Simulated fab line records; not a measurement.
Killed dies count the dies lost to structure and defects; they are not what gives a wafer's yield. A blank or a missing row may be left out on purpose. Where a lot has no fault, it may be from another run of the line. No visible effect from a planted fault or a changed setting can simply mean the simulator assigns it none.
2 desks looking at one fault -- flow sky130 -- each desk has only its own numbers; what lay behind them comes last

## AT THE METROLOGY DESK
What the gauges read, lot by lot, whatever tool the lot ran on: means of the sampled wafers that have a number. A lot is out of limits, marked OUT, if its mean lies more than 4 standard deviations from the usual mean; the brackets give that distance.
Columns: A = cdNm at SKY_FIELD_ISO_CD_MEAS_13, usual 149.9 nm
lot,first seen here,A
L736,day 2 03:53,150.9
L742,day 3 18:35,148.8
L752,day 5 17:58,149.1
L754,day 6 02:01,149.5
L755,day 6 07:44,150.4
L759,day 7 05:46,149.2
Finding of this desk: none of the 6 lots has anything out of limits.

## FOR THE TOOL OWNER'S DESK: rieSi-02
The tool's own readings at SKY_FIELD_ISO_ETCH_17 (etches Si in HBr/Cl2/O2, target depth 342 nm, time 97.7 s): means of the sampled wafers that have a number, for each lot that ran on this tool. A lot is out of limits, marked OUT, if its mean lies more than 4 standard deviations from the usual mean; the brackets give that distance.
Columns: A = drypumpMotorCurrentA at SKY_FIELD_ISO_ETCH_17, usual 5.8 A; B = oesProductAu at SKY_FIELD_ISO_ETCH_17, usual 1.000 a.u.; C = rfFwdPowerW at SKY_FIELD_ISO_ETCH_17, usual 596.3 W; D = runLengthS at SKY_FIELD_ISO_ETCH_17, usual 125.9 s; E = throttleValvePct at SKY_FIELD_ISO_ETCH_17, usual 25.656 %
lot,first seen here,A,B,C,D,E
L736,day 2 04:13,5.8,1.021,597.5,125.7,25.644
L752,day 5 18:16,5.8,1.016,595.0,122.3 (-7.9) OUT,25.645
L754,day 6 02:19,5.5,1.007,595.3,122.5 (-7.6) OUT,25.652
This desk's finding: out of limits on L752, L754; first on L752, day 5 18:16 (runLengthS at SKY_FIELD_ISO_ETCH_17). In limits: L736.

## TAKEN TOGETHER
An alarm could have come from the tool owner's desk at day 5 18:16, on L752, L754.
Metrology desk: nothing out of limits seen.
The metrology desk has L752, L754 on record, within its limits.
On rieSi-02, each named lot ran SKY_FIELD_ISO_ETCH_17.

## WHAT HAD BEEN PUT IN BY THE SIMULATOR
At SKY_FIELD_ISO_ETCH_17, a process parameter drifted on rieSi-02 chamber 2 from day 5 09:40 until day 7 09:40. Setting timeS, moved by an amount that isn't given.
Lots struck among those shown: L752, L754.
Each desk's first reading out of limits, in hours after the fault started: the tool owner's desk, 9.
